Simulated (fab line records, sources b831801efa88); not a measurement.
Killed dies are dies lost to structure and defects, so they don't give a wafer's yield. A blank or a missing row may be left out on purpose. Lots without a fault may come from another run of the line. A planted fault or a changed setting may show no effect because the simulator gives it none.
Chamber matching | flow gf180mcu | GF_CONTACT_ETCH_16 on rie_diel-01: 4 sister chambers
The step etches BARC in N2/H2. 14 wafers are shown with their chamber, then 7 later ones without.

WAFERS WITH THEIR CHAMBER
wafer  | chamber | drypump_motor_current_A (A) | throttle_valve_pct (%) | oes_product_au (a.u.)
L904.2 | 2       | 5.8                         | 13.214                 | 0.850
L904.3 | 1       | 6.0                         | 13.212                 | 0.849
L904.4 | 3       | 5.3                         | 13.226                 | 0.861
L905.2 | 2       | 5.8                         | 13.228                 | 0.857
L905.3 | 0       | 5.5                         | 13.235                 | 0.854
L905.6 | 1       | 6.1                         | 13.214                 | 0.861
L910.3 | 0       | 5.5                         | 13.234                 | 0.854
L910.4 | 3       | 5.3                         | 13.224                 | 0.846
L910.5 | 2       | 5.8                         | 13.220                 | 0.854
L919.1 | 2       | 5.8                         | 13.223                 | 0.840
L919.4 | 1       | 6.1                         | 13.216                 | 0.848
L919.5 | 3       | 5.3                         | 13.221                 | 0.852
L920.1 | 1       | 6.1                         | 13.238                 | 0.861
L920.4 | 3       | 5.3                         | 13.236                 | 0.855

SIGNATURES (means of the wafers above)
reading                 | chamber 0 | chamber 1 | chamber 2 | chamber 3 | scatter within a chamber
drypump_motor_current_A | 5.500     | 6.075     | 5.800     | 5.300     | 0.0274
throttle_valve_pct      | 13.23450  | 13.22000  | 13.22125  | 13.22675  | 0.00819
oes_product_au          | 0.85400   | 0.85475   | 0.85025   | 0.85350   | 0.00662
Rule: a wafer's distance from a chamber is the root of the sum, over the readings, of the square of ((its reading less the chamber's mean) divided by the reading's scatter). The wafer belongs to the nearest chamber; if the next one is less than 2 further off, it can't be placed. The scatter: the root of (the sum of the squares of (reading less its chamber's mean) over the shown wafers, divided by (wafers less chambers)).

WAFERS WITHOUT THEIR CHAMBER
wafer  | drypump_motor_current_A (A) | throttle_valve_pct (%) | oes_product_au (a.u.)
L920.6 | 5.3                         | 13.211                 | 0.855
L921.1 | 5.5                         | 13.229                 | 0.861
L921.2 | 5.8                         | 13.233                 | 0.865
L921.3 | 5.3                         | 13.216                 | 0.862
L923.3 | 5.8                         | 13.211                 | 0.859
L923.5 | 5.8                         | 13.216                 | 0.861
L923.6 | 5.5                         | 13.238                 | 0.854

WHICH CHAMBER EACH WENT THROUGH
wafer  | from the rows above | in truth
L920.6 | 3                   | 3
L921.1 | 0                   | 0
L921.2 | 2                   | 2
L921.3 | 3                   | 3
L923.3 | 2                   | 2
L923.5 | 2                   | 2
L923.6 | 0                   | 0
Placed correctly: 7 of 7. Can't be placed from these rows: 0. Placed wrongly: 0.
